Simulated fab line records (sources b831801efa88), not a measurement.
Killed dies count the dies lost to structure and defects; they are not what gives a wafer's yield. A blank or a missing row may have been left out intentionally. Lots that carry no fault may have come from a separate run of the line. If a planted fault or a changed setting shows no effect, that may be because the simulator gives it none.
What tool caused it?	flow gf180mcu	7 lots with 21 wafers sampled at 2 steps, on a route of 602 steps

WHAT THE GAUGES READ, wafer by wafer
GF_M4_THK_MEAS_06: measures by xrf.
lot	measured	on	M4_ALCU_THK (nm)
L101	day 23 03:37	film-metro-03	445 444 446
L106	day 24 23:52	film-metro-02	453 451 454
L109	day 26 00:49	film-metro-04	456 456 448
L114	day 27 16:35	film-metro-02	458 457 452
L117	day 28 09:43	film-metro-02	445 447 445
L119	day 28 19:42	film-metro-03	457 454 456
L122	day 29 19:18	film-metro-02	452 447 450

WHICH TOOL RAN EACH LOT (tool, then ch and the chambers of the sampled wafers, then the start)
lot	GF_V3_CVD_23
L101	cvd-w-01 ch 0,1, day 23 02:23
L106	cvd-w-02 ch 0,1, day 24 22:40
L109	cvd-w-02 ch 0,1, day 25 23:55
L114	cvd-w-02 ch 0,1, day 27 15:40
L117	cvd-w-01 ch 0,1, day 28 08:47
L119	cvd-w-02 ch 0,1, day 28 18:40
L122	cvd-w-02 ch 0, day 29 18:22
- GF_V3_CVD_23: deposits W, target thk 350 nm, time 104.9 s.

THE ANSWER, worked out from the rows above alone
Rule: the lots themselves supply what counts as usual. The widest of any qualifying gaps counts: lots, ordered by their means at a reading, are off when they make up no more than a third of the lots, leave a main group of 4 or more, and stand apart from it by 3 or more times the standard deviation of that group's means. A main group is skipped when, at the precision printed for the reading in the tables above, its means are all equal. Also off: a lot with no number at a reading for which 4 or more lots have one. Any other lot the step has rows for is counted as sound.
None of the lots is off at any reading shown; this tells nothing.

WHAT THE SIMULATOR PUT IN
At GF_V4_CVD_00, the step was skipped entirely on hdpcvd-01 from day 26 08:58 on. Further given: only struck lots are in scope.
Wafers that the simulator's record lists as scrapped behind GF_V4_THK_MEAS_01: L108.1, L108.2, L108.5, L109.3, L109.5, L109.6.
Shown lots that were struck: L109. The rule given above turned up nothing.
